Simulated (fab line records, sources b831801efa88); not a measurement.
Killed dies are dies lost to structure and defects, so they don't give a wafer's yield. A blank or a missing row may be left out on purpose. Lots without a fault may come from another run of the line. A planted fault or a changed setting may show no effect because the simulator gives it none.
Chamber matching | flow sfq_line | SFQ_TRILAYER_I2_VIA_BARC_OPEN_VIA_ETCH_096 on rie_diel-01: 4 sister chambers
The step etches BARC in O2, target depth 125 nm, time 41.7 s. 7 wafers are shown with their chamber, then 6 later ones without.

WAFERS WITH THEIR CHAMBER
wafer  | chamber | run_length_s (s) | oes_product_au (a.u.)
L914.6 | 1       | 69.6             | 0.681
L917.3 | 2       | 70.2             | 0.687
L917.6 | 3       | 69.4             | 0.693
L918.5 | 1       | 69.6             | 0.687
L918.6 | 0       | 70.6             | 0.690
L926.1 | 0       | 70.8             | 0.677
L926.6 | 3       | 69.5             | 0.682

WAFERS WITHOUT THEIR CHAMBER
wafer  | run_length_s (s) | oes_product_au (a.u.)
L929.1 | 69.6             | 0.688
L929.2 | 70.3             | 0.694
L929.5 | 70.0             | 0.688
L936.3 | 69.8             | 0.685
L936.4 | 70.3             | 0.691
L936.5 | 70.0             | 0.689

WHICH CHAMBER EACH WENT THROUGH
wafer  | from the rows above     | in truth
L929.1 | can't be placed: 1 or 3 | 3
L929.2 | 2                       | 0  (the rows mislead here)
L929.5 | 2                       | 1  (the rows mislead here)
L936.3 | can't be placed: 1 or 3 | 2
L936.4 | 2                       | 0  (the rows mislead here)
L936.5 | 2                       | 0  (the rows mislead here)
Placed correctly: 0 of 6. Can't be placed from these rows: 2 (the true chamber is among the candidates in 1). Placed wrongly: 4.
How it was worked out, from the rows above alone: a wafer's distance from a chamber is the root of the sum, over the readings, of the square of ((its reading less the chamber's mean) divided by the reading's scatter). The wafer belongs to the nearest chamber; if the next one is less than 2 further off, it can't be placed. A chamber's mean is the mean of its shown wafers. The scatter: the root of (the sum of the squares of (reading less its chamber's mean) over the shown wafers, divided by (wafers less chambers)).
